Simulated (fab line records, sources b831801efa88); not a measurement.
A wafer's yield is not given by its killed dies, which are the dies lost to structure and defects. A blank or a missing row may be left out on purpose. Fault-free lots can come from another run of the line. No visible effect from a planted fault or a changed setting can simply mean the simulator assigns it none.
Split-lot experiment -- flow sky130 -- 5 lots, 23 wafers read, on a route of 708 steps

## ABOUT THE SPLIT
At SKY_POLY_CUT_COAT_03 (resist thk 450 nm), the setting resist_thk_nm was moved away from the recipe's 450 nm on 8 of the 23 wafers read, by -2.9% to +5.1%. The other wafers ran this setting at the recipe's value.

Reading taken at the split's own step.

## THE READING
KrF-thick_of_POLY_CUT_COAT_03.thk_nm (the simulator's own value, which no gauge read), in nm, at SKY_POLY_CUT_COAT_03 (resist thk 450 nm). No usual value for it is given in the file. Average 449.4 nm, standard deviation 0.77 nm, over the 15 wafers here run with the recipe.

wafer,"tool, chamber at the split","resist_thk_nm as run, nm",against the recipe,"KrF-thick_of_POLY_CUT_COAT_03.thk_nm, nm",against lot-mates on the recipe
L074.1,"litho_track-04, 0",472.8,+5.1%,471.3,+23.1
L074.2,"litho_track-04, 0",450,recipe,448.4,-
L074.3,"litho_track-04, 0",450,recipe,448.1,-
L074.4,"litho_track-04, 0",472.8,+5.1%,468.7,+20.4
L074.5,"litho_track-04, 0",472.8,+5.1%,469.9,+21.6
L075.1,"litho_track-03, 0",450,recipe,448.6,-
L075.4,"litho_track-03, 0",450,recipe,449.9,-
L075.5,"litho_track-03, 0",450,recipe,450.9,-
L077.1,"litho_track-02, 0",450,recipe,448.6,-
L077.2,"litho_track-02, 0",450,recipe,450.1,-
L077.4,"litho_track-02, 0",450,recipe,449.4,-
L077.5,"litho_track-02, 0",450,recipe,449.8,-
L077.6,"litho_track-02, 0",450,recipe,449.6,-
L080.2,"litho_track-02, 0",469.8,+4.4%,469.3,+19.4
L080.3,"litho_track-02, 0",450,recipe,449.5,-
L080.4,"litho_track-02, 0",469.8,+4.4%,470.5,+20.6
L080.5,"litho_track-02, 0",450,recipe,450.4,-
L080.6,"litho_track-02, 0",469.8,+4.4%,469.9,+19.9
L084.1,"litho_track-03, 0",450,recipe,448.6,-
L084.2,"litho_track-03, 0",450,recipe,449.3,-
L084.3,"litho_track-03, 0",436.8,-2.9%,436.1,-13.1
L084.5,"litho_track-03, 0",436.8,-2.9%,437.5,-11.7
L084.6,"litho_track-03, 0",450,recipe,449.8,-

THE FIT
A straight line over all 23 wafers: KrF-thick_of_POLY_CUT_COAT_03.thk_nm changes by +4.31 nm for each +1% of resist_thk_nm; r = +0.99; the points scatter about the line by 1.1 nm.
The same after taking each lot's own level away (the mean of its wafers on the recipe; 23 wafers): +4.36 nm for each +1%; r = +1.00; scatter 0.77 nm.
The reading moves by 22 nm for the largest change in resist_thk_nm, on that fit.
Across the lots, their own levels run from 448.25 to 449.95 nm, a range of 2.2 times the standard deviation given above.
Consequently the slope shifts little with the lot-to-lot level, the two slopes agreeing.
Check: +22 nm against its lot-mates is what the line predicts for one of the wafers moved furthest among these (+5.1%) when that wafer is left out of the fit. It came out at +23.1 nm against them.

## THE WHOLE CHAIN: every reading that the file lists as answering this split, in the file's order
step,what it does,reading,change (the file's fit),r (the file's)
SKY_POLY_CUT_COAT_03,resist thk 450 nm,"KrF-thick_of_POLY_CUT_COAT_03.thk_nm (the simulator's own value, which no gauge read)",+4.37 nm for each +1% of the setting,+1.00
SKY_POLY_CUT_STRIP_12,strips in O2/N2,strip_time_to_endpoint_s,withheld for each +1% of the setting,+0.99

## THE FILE'S OWN FIT
KrF-thick_of_POLY_CUT_COAT_03.thk_nm changes by +4.37 nm for each +1% of resist_thk_nm, r = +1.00.
